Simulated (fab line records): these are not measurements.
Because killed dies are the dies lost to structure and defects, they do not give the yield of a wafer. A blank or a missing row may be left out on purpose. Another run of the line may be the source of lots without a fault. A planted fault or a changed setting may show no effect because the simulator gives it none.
One fault through the eyes of 2 desks | flow sky130 | each desk holds nothing but its own numbers, with what lay behind them at the end

## TOOL OWNER'S DESK, litho-track-01
The tool's own readings at SKY_VT_ADJUST_HVTR_COAT_02 (resist thk 1140 nm): means of the sampled wafers that have a number, for each lot that ran on this tool. A lot is out of limits, marked OUT, if its mean lies more than 4 standard deviations from the usual mean; the brackets give that distance.
Columns: A = dispense-pressure-kPa at SKY_VT_ADJUST_HVTR_COAT_02, usual 52 kPa; B = spin-speed-rpm at SKY_VT_ADJUST_HVTR_COAT_02, usual 2999.8 rpm
lot  | first seen here | A  | B
L677 | day 9 21:35     | 56 | 2998.9
L682 | day 11 08:26    | 56 | 2999.0
L692 | day 15 05:17    | 56 | 4106.5 (+99 or more) OUT
L693 | day 15 05:53    | 56 | 4104.1 (+99 or more) OUT
L694 | day 15 18:41    | 56 | 4105.8 (+99 or more) OUT
This desk finds L692, L693, L694 out of limits, L692 being first, at day 15 05:17 (spin-speed-rpm at SKY_VT_ADJUST_HVTR_COAT_02). In limits: L677, L682.

## METROLOGY DESK
What the gauges read for every lot (on any tool): the sampled wafers with a number, averaged. A lot is out of limits, marked OUT, if its mean lies more than 4 standard deviations from the usual mean; the brackets give that distance.
Columns: A = PWDE_OVL at SKY_PWDE_OVL_MEAS_07, usual -0.2 nm; B = NWELL_00_OVL at SKY_NWELL_OVL_MEAS_10, usual -0.6 nm; C = cd-nm at SKY_VT_ADJUST_HVTR_CD_MEAS_07, usual 379.5 nm; D = SONOS_ONO_OXIDATION_THK at SKY_SONOS_ONO_THK_MEAS_01, usual 2.60 nm
lot  | first seen here | A    | B    | C                | D
L677 | day 4 14:28     | 0.8  | -0.2 | 378.0            | 2.55
L680 | day 5 03:53     | -0.0 | -1.6 | 377.0            | 2.51
L681 | day 5 09:10     | -0.4 | -0.8 | 380.2            | 2.62
L682 | day 5 18:36     | -0.2 | -2.0 | 378.7            | 2.60
L688 | day 7 11:39     | 1.1  | -1.8 | 383.4            | 2.59
L692 | day 8 15:14     | 0.7  | 0.7  | 399.6 (+8.4) OUT | 2.65
L693 | day 8 15:32     | -1.6 | -2.0 | 396.4 (+7.0) OUT | 2.63
L694 | day 9 00:53     | 0.3  | 0.7  | 397.9 (+7.7) OUT | 2.66
L696 | day 9 06:19     | -0.2 | -0.5 | 380.0            | 2.67
L697 | day 9 07:15     | -2.9 | -1.4 | 377.1            | 2.74
L698 | day 9 11:02     | -2.3 | -0.6 | 377.9            | 2.72
This desk finds L692, L693, L694 out of limits, L692 being first, at day 15 19:17 (cd-nm at SKY_VT_ADJUST_HVTR_CD_MEAS_07). In limits: L677, L680, L681, L682, L688, L696, L697, L698.

## TAKEN TOGETHER
At day 15 05:17, on L692, L693, L694, the tool owner's desk was in a position to raise an alarm.
The metrology desk could have raised an alarm at day 15 19:17, on L692, L693, L694.
Of the lots named, all ran SKY_VT_ADJUST_HVTR_COAT_02 on litho-track-01.

## WHAT WAS PUT IN BY THE SIMULATOR
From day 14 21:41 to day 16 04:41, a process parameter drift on litho-track-01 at SKY_VT_ADJUST_HVTR_COAT_02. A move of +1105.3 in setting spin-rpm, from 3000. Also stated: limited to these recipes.
Shown lots that were struck: L692, L693, L694.
Time in hours from fault onset to the first out-of-limits reading at each desk: tool owner's desk 8, metrology desk 22.
